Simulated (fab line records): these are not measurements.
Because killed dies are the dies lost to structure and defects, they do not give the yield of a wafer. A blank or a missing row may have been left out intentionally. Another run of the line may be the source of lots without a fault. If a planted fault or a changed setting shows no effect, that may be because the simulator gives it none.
fab line records	flow sky130
[record] lots = 12	wafers = 36	lastDay = 51
route steps=708 shown VIA4@652 METAL5@661 PAD_OPEN@708
lots that met no fault: taken from a fault-free run of the same line
startH: hours from the record's first day to the start of the lot's first wafer shown	waitH: how many hours have passed since the lot's step before this one	" the same as in the row above	L1.1+2: a single row standing in for several wafers	- value missing, or start not given	* or withheld: withheld	< > ~ a bound
route shown NAME@n: names a module that has steps shown in the file, with the first one's number in the route	usual: mean/standard deviation taken from wafers without a fault	same: alike in all rows	chamber/n: place in a boat	sites: the reading at each site	_std_site: the values' standard deviation	_edge_site: inner sites' mean taken away from outer sites' mean	radiusMm: for every site, how far away it sits from the centre of the wafer	mask NAME#n: copy n	behind: the last tool/chamber to shape the wafer	hold: why the lot was held/for how many hours/how that ended	device: the n, p or np transistor that did not switch	end of line: the route-end tests of the same wafers	a step without rows: its recipe alone	killed: the dies lost at the first sort to structure and to defects; this is not the yield of the wafer	map: a wafer's dies, marking killed ones x, the rest . and places with no die _
set.NAME: the setting as run; set.NAME@STEP: as run at that earlier step	model.NAME: the simulator's own value behind a step, which no gauge read
a sample of lots followed through the steps of the route, with each step as a table and each wafer as a row
services: from which hour (startH, from the record's first day; less than 0 if before it) a tool's chamber was out of use, for how many hours, and why
[[steps]]
[step SKY_VIA4_STRIP_13]
[recipe] chemistry = O2/N2	powerW = 1400	pressureMtorr = 1500	platenTempC = withheld	o2FlowSccm = 3000	n2FlowSccm = 300	overashFraction = 0.5
[usual] drypumpMotorCurrentA = 6.0/0.38	oesProductAu = 0.710/0.0044	stripTimeToEndpointS = 12.81/0.03
lot.wafer	tool	chamber	startH	waitH	drypumpMotorCurrentA	oesProductAu	rfHoursCounterH	stripTimeToEndpointS
L935.3	plasmaAsher-04	0	1004.78	-	6.3	0.713	-	12.78
L935.4	"	1	"	"	5.8	0.709	-	12.78
L935.5	"	0	"	"	6.4	0.704	-	12.80
L937.2	plasmaAsher-01	1	1028.80	-	6.0	0.709	58	12.77
L937.3	"	0	"	"	5.8	0.704	-	12.79
L937.5	"	1	"	"	6.0	0.713	-	12.80
L940.1	plasmaAsher-04	1	1042.00	-	5.8	0.713	122	12.85
L940.2	"	0	"	"	6.4	0.712	122	12.83
L940.4	"	0	"	"	6.4	0.717	-	12.83
L944.2	plasmaAsher-01	0	1067.40	-	5.8	0.706	61	12.78
L944.5	"	0	"	"	5.8	0.709	-	12.87
L944.6	"	1	"	"	6.0	0.705	-	12.80
L945.2	plasmaAsher-01	0	1071.50	-	5.8	0.713	62	12.86
L945.3	"	1	"	"	6.0	0.706	-	12.83
L945.6	"	1	"	"	6.0	0.711	-	12.81
L946.2	plasmaAsher-03	0	1086.85	-	6.6	0.709	33	12.77
L946.3	"	0	"	"	6.6	0.709	-	12.76
L946.5	"	0	"	"	6.6	0.703	-	12.80
L949.2	plasmaAsher-03	1	1102.80	-	5.4	0.707	34	12.77
L949.3	"	0	"	"	6.6	0.710	-	12.79
L949.5	"	1	"	"	5.5	0.704	-	12.78
L951.3	plasmaAsher-04	1	1114.38	-	5.8	0.706	-	12.80
L951.4	"	0	"	"	6.4	0.708	-	12.79
L951.6	"	0	"	"	6.4	0.704	-	12.85
L955.3	plasmaAsher-04	1	1130.93	-	5.8	0.704	-	12.81
L955.4	"	0	"	"	6.4	0.713	-	12.85
L955.5	"	1	"	"	5.8	0.710	-	12.84
L954.3	plasmaAsher-03	1	1131.43	-	5.5	0.710	-	12.79
L954.5	"	0	"	"	6.6	0.701	-	12.80
L954.6	"	1	"	"	5.5	0.714	-	12.79
L957.1	plasmaAsher-03	1	1161.10	-	5.5	0.712	40	12.79
L957.3	"	0	"	"	6.6	0.709	-	12.81
L957.6	"	1	"	"	5.5	0.707	-	12.83
L958.1	plasmaAsher-04	0	1163.50	-	6.4	0.709	9	12.81
L958.2	"	1	"	"	5.7	0.712	9	12.84
L958.6	"	0	"	"	6.4	0.713	-	12.79
[step SKY_VIA4_CLEAN_16]
[recipe] chemistry = O3/DIW	dry = n2Spin
lot.wafer	tool	chamber	startH	waitH
L935.3+4+5	wetBench-04	3	1005.28	0.0
L937.2+3+5	wetBench-03	1	1029.33	0.0
L940.1+2+4	wetBench-04	1	1042.50	0.0
L944.2+5+6	wetBench-04	3	1068.02	0.0
L945.2+3+6	wetBench-04	0	1072.00	0.0
L946.2+3+5	wetBench-03	2	1087.38	0.0
L949.2+3+5	wetBench-02	3	1103.30	0.0
L951.3+4+6	wetBench-04	2	1114.88	0.0
L955.3+4+5	wetBench-04	1	1131.40	0.0
L954.3+5+6	wetBench-04	2	1132.07	0.0
L957.1+3+6	wetBench-02	0	1161.61	0.0
L958.1+2+6	wetBench-02	0	1164.07	0.0
[step SKY_METAL5_SPUTTER_00]
[recipe] material = Ti	targetThkNm = 15	powerW = 3000	timeS = 10	chamberPressurePa = 0.4
[usual] throttleValvePct = 29.3/0.94
[same] timeS = 10
lot.wafer	tool	chamber	startH	waitH	throttleValvePct
L935.3	pvdSputter-02	-	1006.07	0.2	30.0
L935.4	"	-	"	"	29.5
L935.5	"	-	"	"	29.4
L937.2	pvdSputter-02	-	1030.12	0.2	29.3
L937.3	"	-	"	"	26.8
L937.5	"	-	"	"	29.1
L940.1	pvdSputter-04	-	1043.28	0.1	29.7
L940.2	"	-	"	"	30.3
L940.4	"	-	"	"	30.3
L944.2	pvdSputter-02	-	1068.88	0.2	30.2
L944.5	"	-	"	"	27.0
L944.6	"	-	"	"	29.6
L945.2	pvdSputter-02	-	1072.92	0.2	29.1
L945.3	"	-	"	"	30.0
L945.6	"	-	"	"	29.4
L946.2	pvdSputter-03	-	1088.59	0.2	29.2
L946.3	"	-	"	"	29.7
L946.5	"	-	"	"	29.3
L949.2	pvdSputter-02	-	1104.10	0.1	29.7
L949.3	"	-	"	"	29.3
L949.5	"	-	"	"	30.1
L951.3	pvdSputter-03	-	1115.87	0.2	29.1
L951.4	"	-	"	"	30.3
L951.6	"	-	"	"	30.1
L955.3	pvdSputter-02	-	1132.18	0.2	29.2
L955.4	"	-	"	"	29.3
L955.5	"	-	"	"	29.9
L954.3	pvdSputter-03	-	1132.85	0.1	29.5
L954.5	"	-	"	"	30.4
L954.6	"	-	"	"	29.6
L957.1	pvdSputter-02	-	1162.39	0.2	29.7
L957.3	"	-	"	"	29.5
L957.6	"	-	"	"	29.9
L958.1	pvdSputter-03	-	1164.85	0.1	29.1
L958.2	"	-	"	"	29.6
L958.6	"	-	"	"	29.1
[step SKY_METAL5_DESCUM_14]
[recipe] chemistry = O2	sourcePowerW = 150	biasPowerW = 0	pressureMtorr = 10	tempC = 40	timeS = 11
[usual] drypumpMotorCurrentA = 5.7/0.34	oesProductAu = 1.003/0.008
[same] timeS = 11
lot.wafer	tool	chamber	startH	waitH	drypumpMotorCurrentA	oesProductAu	rfHoursCounterH
L935.3	rieMetal-02	1	1029.75	0.1	5.3	1.016	-
L935.4	"	0	"	"	6.2	0.986	-
L935.5	"	0	"	"	6.1	0.998	-
L937.2	rieMetal-03	0	1052.67	0.1	5.5	1.008	3
L937.3	"	0	"	"	5.5	0.999	-
L937.5	"	1	"	"	5.9	1.001	-
L940.1	rieMetal-04	1	1065.04	0.1	5.3	0.997	21
L940.2	"	0	"	"	6.1	1.014	14
L940.4	"	0	"	"	6.1	1.001	-
L944.2	rieMetal-02	1	1089.89	0.1	5.4	0.994	18
L944.5	"	0	"	"	6.2	1.000	-
L944.6	"	1	"	"	5.4	1.000	-
L945.2	rieMetal-04	1	1093.69	0.1	5.3	1.005	24
L945.3	"	1	"	"	5.3	1.002	-
L945.6	"	1	"	"	5.3	1.004	-
L946.2	rieMetal-03	1	1109.58	0.1	5.9	1.007	-
L946.3	"	1	"	"	5.9	1.016	-
L946.5	"	1	"	"	5.9	1.003	-
L949.2	rieMetal-03	0	1123.27	0.1	5.5	0.992	10
L949.3	"	1	"	"	5.9	1.010	-
L949.5	"	1	"	"	5.9	1.014	-
L951.3	rieMetal-02	0	1135.55	0.1	6.2	0.998	-
L951.4	"	1	"	"	5.4	1.003	-
L951.6	"	1	"	"	5.4	0.993	-
L955.3	rieMetal-02	0	1151.40	0.1	6.2	1.003	-
L955.4	"	1	"	"	5.4	1.003	-
L955.5	"	1	"	"	5.4	0.999	-
L954.3	rieMetal-04	1	1151.98	0.1	5.3	0.992	-
L954.5	"	0	"	"	6.1	1.006	-
L954.6	"	1	"	"	5.3	0.998	-
L957.1	rieMetal-02	1	1180.02	0.1	5.3	1.010	25
L957.3	"	0	"	"	6.2	0.993	-
L957.6	"	1	"	"	5.3	1.006	-
L958.1	rieMetal-04	1	1180.79	0.1	5.3	1.002	33
L958.2	"	0	"	"	6.1	1.021	22
L958.6	"	0	"	"	6.1	1.009	-
[step SKY_PAD_OPEN_PROBE_99]
[usual] defectLimitedYield = 82.4/2	killed_at_M0_to_M3 = 43/6.8	killed_at_M4_up = 3.1/1.8	killedAtContacts = 25/5.8	killedAtFrontEnd = 15/4.2	killedAtOther = 0.3/0.5	killedDies = 87/9.7	killedOpen = 47/7.3	killedShort = 39/6.6	sort_bin_3_pad_short = 0.9/0.37	sort_bin_5_function = 10.4/1.4	sort_bin_6_memory = 6.3/1.1	sortNPass = 405/9.7	sortYieldPct = 82.4/2
[same] grossDies = 492	killedAtBackSide = 0	sort_bin_4_leakage[%] = 0	sort_bin_8_speed[%] = 0
lot.wafer	tool	chamber	startH	waitH	defectLimitedYield[%]	killed_at_M0_to_M3	killed_at_M4_up	killedAtContacts	killedAtFrontEnd	killedAtOther	killedDies	killedOpen	killedShort	sort_bin_3_pad_short[%]	sort_bin_5_function[%]	sort_bin_6_memory[%]	sortNPass	sortYieldPct[%]
L935.3	prober-02	-	1077.46	0.2	85.6	41	2	18	10	0	71	41	30	1.4	8.9	4.1	421	85.6
L935.4	prober-02	-	1077.51	0.2	82.3	46	6	24	11	0	87	45	42	1.0	10.4	6.3	405	82.3
L935.5	prober-02	-	1077.56	0.2	84.3	34	3	22	18	0	77	37	40	1.0	10.4	4.3	415	84.3
L937.2	prober-01	-	1098.29	0.1	80.7	51	4	24	16	0	95	59	36	0.2	13.8	5.3	397	80.7
L937.3	prober-01	-	1098.34	0.2	78.7	50	5	24	26	0	105	56	49	1.2	11.2	8.9	387	78.7
L937.5	prober-01	-	1098.44	0.2	81.7	50	2	18	19	1	90	51	39	0.6	10.6	7.1	402	81.7
L940.1	prober-01	-	1110.14	0.1	81.1	49	4	21	19	0	93	49	44	1.0	12.4	5.5	399	81.1
L940.2	prober-01	-	1110.19	0.1	83.3	39	0	25	17	1	82	45	37	0.2	10.6	5.9	410	83.3
L940.4	prober-01	-	1110.29	0.2	82.7	45	3	15	22	0	85	50	35	1.0	11.0	5.3	407	82.7
L944.2	prober-02	-	1132.54	0.1	81.5	40	3	29	19	0	91	57	34	0.8	10.4	7.3	401	81.5
L944.5	prober-02	-	1132.69	0.2	79.5	57	6	20	18	0	101	59	42	0.8	12.6	7.1	391	79.5
L944.6	prober-02	-	1132.74	0.2	86.4	37	0	21	9	0	67	34	33	0.6	7.7	5.3	425	86.4
L945.2	prober-02	-	1136.90	0.1	82.1	35	1	37	14	1	88	53	35	0.4	11.6	5.9	404	82.1
L945.3	prober-02	-	1136.95	0.2	85.4	35	4	13	19	1	72	42	30	0.2	7.9	6.5	420	85.4
L945.6	prober-02	-	1137.10	0.2	87.2	35	2	15	11	0	63	30	33	0.6	7.3	4.9	429	87.2
L946.2	prober-01	-	1150.99	0.1	81.5	33	1	25	32	0	91	62	29	1.0	11.4	6.1	401	81.5
L946.3	prober-01	-	1151.04	0.2	78.7	50	5	26	24	0	105	63	42	0.8	13.2	7.3	387	78.7
L946.5	prober-01	-	1151.14	0.2	82.7	36	1	32	16	0	85	49	36	1.0	7.5	8.7	407	82.7
L949.2	prober-02	-	1163.60	0.1	83.3	48	4	18	12	0	82	37	45	0.4	9.8	6.5	410	83.3
L949.3	prober-02	-	1163.65	0.2	83.5	44	3	23	11	0	81	43	38	0.8	8.5	7.1	411	83.5
L949.5	prober-02	-	1163.75	0.2	82.1	44	1	28	15	0	88	45	43	0.4	10.2	7.3	404	82.1
L951.3	prober-02	-	1175.59	0.2	77.8	50	5	32	22	0	109	70	39	1.4	12.2	8.5	383	77.8
L951.4	prober-02	-	1175.64	0.2	79.1	50	5	27	21	0	103	63	40	1.2	12.4	7.3	389	79.1
L951.6	prober-02	-	1175.74	0.2	81.1	37	5	32	19	0	93	57	36	0.8	11.6	6.5	399	81.1
L955.3	prober-01	-	1188.14	0.2	74.8	34	43	23	24	0	124	49	34	2.6	14.6	7.9	368	74.8
L955.4	prober-01	-	1188.19	0.2	75.4	44	46	19	12	0	121	41	36	2.8	16.3	5.5	371	75.4
L955.5	prober-01	-	1188.24	0.2	73.8	40	47	21	21	0	129	49	37	2.6	15.9	7.7	363	73.8
L954.3	prober-02	-	1190.00	0.2	76.6	37	45	22	11	0	115	36	40	2.4	14.0	6.9	377	76.6
L954.5	prober-02	-	1190.10	0.2	79.7	37	39	13	11	0	100	34	31	1.6	12.2	6.5	392	79.7
L954.6	prober-02	-	1190.15	0.2	75.2	42	46	24	10	0	122	50	33	2.4	16.9	5.5	370	75.2
L957.1	prober-01	-	1214.49	0.1	82.7	51	4	18	12	0	85	40	45	1.4	9.3	6.5	407	82.7
L957.3	prober-01	-	1214.59	0.2	82.7	40	6	28	10	1	85	41	44	0	10.4	6.9	407	82.7
L957.6	prober-01	-	1214.74	0.2	82.7	51	2	19	13	0	85	47	38	1.8	10.0	5.5	407	82.7
L958.1	prober-02	-	1214.66	0.1	80.3	46	7	27	17	0	97	59	38	0.4	13.0	6.3	395	80.3
L958.2	prober-02	-	1214.71	0.1	83.1	36	8	18	21	0	83	42	41	1.2	9.1	6.5	409	83.1
L958.6	prober-02	-	1214.91	0.2	81.3	48	2	26	15	1	92	64	28	1.2	11.4	6.1	400	81.3
// killed by level:class
L935.3 VIA1:geometricParticle:open=9 VIA3:geometricParticle:open=9 METAL2:geometricParticle:short=8 CONTACT:geometricParticle:open=8 LOCAL_INTERCONNECT:geometricParticle:short=5 VIA2:geometricParticle:short=4 VIA2:geometricParticle:open=4 POLY_GATE:geometricParticle:short=3
L935.4 METAL1:geometricParticle:short=12 VIA2:geometricParticle:open=8 VIA1:geometricParticle:open=7 LI_CONTACT:geometricParticle:open=6 CONTACT:geometricParticle:short=6 CONTACT:geometricParticle:open=6 VIA1:geometricParticle:short=5 FIELD_ISO:geometricParticle:short=4
L935.5 LI_CONTACT:geometricParticle:open=8 METAL2:geometricParticle:short=8 VIA2:geometricParticle:open=6 LI_CONTACT:geometricParticle:short=6 VIA3:geometricParticle:open=6 FIELD_ISO:geometricParticle:short=5 CONTACT:geometricParticle:open=5 VIA1:geometricParticle:short=5
L937.2 VIA2:geometricParticle:open=15 CONTACT:geometricParticle:open=11 VIA1:geometricParticle:open=9 FIELD_ISO:geometricParticle:short=6 LI_CONTACT:geometricParticle:open=6 VIA1:geometricParticle:short=6 VIA3:geometricParticle:open=5 FIELD_ISO:geometricParticle:open=4
L937.3 VIA1:geometricParticle:open=11 FIELD_ISO:geometricParticle:open=10 CONTACT:geometricParticle:open=10 METAL2:geometricParticle:short=9 FIELD_ISO:geometricParticle:short=7 VIA1:geometricParticle:short=7 POLY_GATE:geometricParticle:short=6 VIA2:geometricParticle:open=5
L937.5 VIA1:geometricParticle:open=13 VIA1:geometricParticle:short=7 VIA3:geometricParticle:open=7 CONTACT:geometricParticle:open=6 FIELD_ISO:geometricParticle:open=5 POLY_GATE:geometricParticle:open=5 VIA2:geometricParticle:open=4 LI_CONTACT:geometricParticle:open=4
L940.1 CONTACT:geometricParticle:open=9 METAL1:geometricParticle:short=8 VIA1:geometricParticle:open=8 VIA1:geometricParticle:short=7 VIA2:geometricParticle:open=7 LI_CONTACT:geometricParticle:open=6 VIA3:geometricParticle:open=6 POLY_GATE:geometricParticle:open=5
L940.2 VIA1:geometricParticle:open=12 CONTACT:geometricParticle:open=10 VIA2:geometricParticle:open=9 POLY_GATE:geometricParticle:short=7 VIA1:geometricParticle:short=5 LI_CONTACT:geometricParticle:open=4 LI_CONTACT:geometricParticle:short=4 CONTACT:geometricParticle:short=4
L940.4 VIA1:geometricParticle:open=9 POLY_GATE:geometricParticle:open=7 FIELD_ISO:geometricParticle:open=6 LI_CONTACT:geometricParticle:open=6 VIA2:geometricParticle:short=6 VIA3:geometricParticle:open=6 FIELD_ISO:geometricParticle:short=5 VIA2:geometricParticle:open=5
L944.2 VIA1:geometricParticle:open=14 LI_CONTACT:geometricParticle:open=10 CONTACT:geometricParticle:open=8 VIA2:geometricParticle:open=7 LOCAL_INTERCONNECT:geometricParticle:short=6 FIELD_ISO:geometricParticle:open=5 FIELD_ISO:geometricParticle:short=5 POLY_GATE:geometricParticle:open=4
L944.5 VIA3:geometricParticle:open=16 VIA1:geometricParticle:open=11 METAL2:geometricParticle:short=8 CONTACT:geometricParticle:open=7 LI_CONTACT:geometricParticle:open=6 FIELD_ISO:geometricParticle:short=5 FIELD_ISO:geometricParticle:open=5 POLY_GATE:geometricParticle:short=5
L944.6 VIA1:geometricParticle:open=12 LI_CONTACT:geometricParticle:open=8 VIA1:geometricParticle:short=8 CONTACT:geometricParticle:open=7 CONTACT:geometricParticle:short=4 METAL1:geometricParticle:short=4 FIELD_ISO:geometricParticle:short=3 POLY_GATE:geometricParticle:short=3
L945.2 CONTACT:geometricParticle:open=12 LI_CONTACT:geometricParticle:open=11 VIA1:geometricParticle:open=7 POLY_GATE:geometricParticle:open=5 VIA3:geometricParticle:open=5 CONTACT:geometricParticle:short=5 VIA2:geometricParticle:open=5 POLY_GATE:geometricParticle:short=4
L945.3 POLY_GATE:geometricParticle:open=7 LI_CONTACT:geometricParticle:open=7 VIA1:geometricParticle:open=7 VIA2:geometricParticle:open=6 FIELD_ISO:geometricParticle:open=4 METAL1:geometricParticle:short=4 VIA2:geometricParticle:short=4 VIA3:geometricParticle:open=4
L945.6 VIA1:geometricParticle:open=7 VIA1:geometricParticle:short=6 METAL2:geometricParticle:short=6 CONTACT:geometricParticle:open=5 LI_CONTACT:geometricParticle:open=4 VIA2:geometricParticle:short=4 POLY_GATE:geometricParticle:short=3 LI_CONTACT:geometricParticle:short=3
L946.2 VIA2:geometricParticle:open=10 LI_CONTACT:geometricParticle:open=9 POLY_GATE:geometricParticle:open=8 VIA1:geometricParticle:open=7 CONTACT:geometricParticle:open=7 FIELD_ISO:geometricParticle:short=5 FIELD_ISO:geometricParticle:open=5 POLY_GATE:geometricParticle:short=4
L946.3 VIA1:geometricParticle:open=12 CONTACT:geometricParticle:open=10 METAL1:geometricParticle:short=7 POLY_GATE:geometricParticle:open=6 LI_CONTACT:geometricParticle:open=6 CONTACT:geometricParticle:short=6 VIA2:geometricParticle:open=6 VIA3:geometricParticle:open=6
L946.5 CONTACT:geometricParticle:open=13 LI_CONTACT:geometricParticle:open=10 VIA3:geometricParticle:open=7 FIELD_ISO:geometricParticle:open=5 VIA1:geometricParticle:open=5 LOCAL_INTERCONNECT:geometricParticle:short=5 VIA1:geometricParticle:short=5 METAL1:geometricParticle:short=4
L949.2 VIA1:geometricParticle:open=11 VIA1:geometricParticle:short=9 METAL2:geometricParticle:short=8 CONTACT:geometricParticle:open=7 CONTACT:geometricParticle:short=5 LI_CONTACT:geometricParticle:open=4 METAL3:geometricParticle:short=4 VIA3:geometricParticle:open=4
L949.3 CONTACT:geometricParticle:open=11 VIA1:geometricParticle:open=7 METAL2:geometricParticle:short=7 VIA3:geometricParticle:open=7 CONTACT:geometricParticle:short=5 METAL1:geometricParticle:short=5 VIA2:geometricParticle:open=5 LI_CONTACT:geometricParticle:open=4
L949.5 VIA1:geometricParticle:open=11 LOCAL_INTERCONNECT:geometricParticle:short=9 CONTACT:geometricParticle:open=9 VIA2:geometricParticle:open=7 POLY_GATE:geometricParticle:short=6 METAL1:geometricParticle:short=6 LI_CONTACT:geometricParticle:open=4 VIA3:geometricParticle:open=4
L951.3 CONTACT:geometricParticle:open=14 LI_CONTACT:geometricParticle:open=13 VIA1:geometricParticle:open=13 FIELD_ISO:geometricParticle:open=9 VIA3:geometricParticle:open=8 POLY_GATE:geometricParticle:short=6 METAL1:geometricParticle:short=5 VIA2:geometricParticle:open=5
L951.4 VIA1:geometricParticle:open=17 LI_CONTACT:geometricParticle:open=10 VIA3:geometricParticle:open=9 CONTACT:geometricParticle:open=7 VIA2:geometricParticle:open=7 POLY_GATE:geometricParticle:open=6 CONTACT:geometricParticle:short=6 METAL2:geometricParticle:short=6
L951.6 VIA1:geometricParticle:open=13 CONTACT:geometricParticle:open=12 FIELD_ISO:geometricParticle:short=6 CONTACT:geometricParticle:short=5 POLY_GATE:geometricParticle:open=4 LI_CONTACT:geometricParticle:open=4 LI_CONTACT:geometricParticle:short=4 LOCAL_INTERCONNECT:geometricParticle:short=4
L955.3 VIA4:unspecified=41 CONTACT:geometricParticle:open=12 FIELD_ISO:geometricParticle:short=7 VIA1:geometricParticle:open=7 METAL2:geometricParticle:short=7 FIELD_ISO:geometricParticle:open=6 CONTACT:geometricParticle:short=6 VIA2:geometricParticle:open=6
L955.4 VIA4:unspecified=44 CONTACT:geometricParticle:open=12 VIA3:geometricParticle:open=8 VIA1:geometricParticle:open=7 METAL3:geometricParticle:short=6 VIA1:geometricParticle:short=6 VIA2:geometricParticle:open=6 POLY_GATE:geometricParticle:open=4
L955.5 VIA4:unspecified=43 VIA1:geometricParticle:open=8 CONTACT:geometricParticle:open=7 FIELD_ISO:geometricParticle:open=6 LI_CONTACT:geometricParticle:open=6 VIA2:geometricParticle:open=6 POLY_GATE:geometricParticle:open=5 CONTACT:geometricParticle:short=5
L954.3 VIA4:unspecified=39 CONTACT:geometricParticle:open=10 METAL1:geometricParticle:short=8 VIA1:geometricParticle:open=8 CONTACT:geometricParticle:short=7 METAL4:geometricParticle:short=6 POLY_GATE:geometricParticle:open=5 VIA2:geometricParticle:open=5
L954.5 VIA4:unspecified=35 METAL1:geometricParticle:short=6 VIA3:geometricParticle:open=6 VIA1:geometricParticle:open=5 VIA2:geometricParticle:open=5 POLY_GATE:geometricParticle:open=4 LOCAL_INTERCONNECT:geometricParticle:short=4 CONTACT:geometricParticle:open=4
L954.6 VIA4:unspecified=39 VIA1:geometricParticle:open=10 LI_CONTACT:geometricParticle:open=9 VIA3:geometricParticle:open=8 CONTACT:geometricParticle:open=7 CONTACT:geometricParticle:short=5 METAL2:geometricParticle:short=5 VIA2:geometricParticle:open=5
L957.1 VIA3:geometricParticle:open=8 VIA1:geometricParticle:short=8 VIA1:geometricParticle:open=8 METAL1:geometricParticle:short=7 LI_CONTACT:geometricParticle:open=6 CONTACT:geometricParticle:open=5 METAL2:geometricParticle:short=5 METAL3:geometricParticle:short=5
L957.3 CONTACT:geometricParticle:open=11 METAL1:geometricParticle:short=7 VIA2:geometricParticle:open=7 CONTACT:geometricParticle:short=5 VIA1:geometricParticle:open=5 LI_CONTACT:geometricParticle:open=4 LI_CONTACT:geometricParticle:short=4 LOCAL_INTERCONNECT:geometricParticle:short=4
L958.1 CONTACT:geometricParticle:open=13 VIA1:geometricParticle:open=11 CONTACT:geometricParticle:short=7 VIA3:geometricParticle:open=6 POLY_GATE:geometricParticle:open=6 VIA2:geometricParticle:open=6 METAL2:geometricParticle:open=5 METAL2:geometricParticle:short=4
L958.2 CONTACT:geometricParticle:open=12 VIA1:geometricParticle:open=9 FIELD_ISO:geometricParticle:short=6 METAL2:geometricParticle:short=5 METAL3:geometricParticle:short=5 METAL4:geometricParticle:short=5 POLY_GATE:geometricParticle:short=4 CONTACT:geometricParticle:short=4
L957.6 VIA1:geometricParticle:open=11 VIA2:geometricParticle:open=10 METAL1:geometricParticle:short=6 VIA3:geometricParticle:open=6 FIELD_ISO:geometricParticle:short=5 LI_CONTACT:geometricParticle:open=5 CONTACT:geometricParticle:open=5 VIA1:geometricParticle:short=5
L958.6 VIA1:geometricParticle:open=15 VIA3:geometricParticle:open=9 CONTACT:geometricParticle:open=8 LI_CONTACT:geometricParticle:open=8 VIA2:geometricParticle:open=8 CONTACT:geometricParticle:short=6 FIELD_ISO:geometricParticle:short=4 POLY_GATE:geometricParticle:open=4
[[services]]
tool	chamber	startH	hours	kind
rieMetal-04	-	984.47	2.8	pm
rieMetal-02	-	988.84	0.4	repair
pvdSputter-03	-	1014.78	18.9	repair
rieMetal-03	-	1018.67	8.5	repair
wetBench-02	-	1022.64	1.8	repair
plasmaAsher-03	-	1027.53	0.9	repair
plasmaAsher-01	-	1041.49	2.1	repair
plasmaAsher-03	-	1043.18	2.8	pm
pvdSputter-04	-	1050.04	23.7	repair
rieMetal-03	1	1054.32	15.0	repair
plasmaAsher-04	-	1055.25	9.0	pm
rieMetal-02	-	1064.44	10.0	pm
plasmaAsher-01	-	1074.75	2.6	repair
rieMetal-03	-	1077.97	2.8	pm
rieMetal-03	1	1082.58	10.0	repair
wetBench-02	-	1094.95	1.9	pm
rieMetal-03	0	1107.94	5.5	repair
rieMetal-04	0	1128.54	18.1	repair
rieMetal-02	-	1140.72	0.6	repair
plasmaAsher-01	-	1146.59	4.3	pm
wetBench-03	-	1149.32	59.7	pm
pvdSputter-02	-	1168.04	0.7	repair
rieMetal-02	-	1168.05	2.8	pm
pvdSputter-04	-	1168.57	2.0	repair
[[key]]
[firstSign] step = SKY_PAD_OPEN_PROBE_99	reading = killed_at_M4_up	direction = up	sigmas = 23	usual = 3.1	struck = 44.3
[effect] step = SKY_PAD_OPEN_PROBE_99	reading = sort_bin_3_pad_short	direction = up	sigmas = 4.2	usual = 0.9	struck = 2.4
metAt SKY_VIA4_CLEAN_16
struckLots L954,L955
notActingAt SKY_VIA4_STRIP_13,SKY_METAL5_SPUTTER_00,SKY_METAL5_DESCUM_14
onsetBetween 1114.88 1131.40
[fault] kind = chamberParticleSource	tool = wetBench-04	chamber = -	onsetH = 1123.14	steps = SKY_VIA4_CLEAN_16	ratePerVisitCm2 = 0.57405	endH = 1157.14
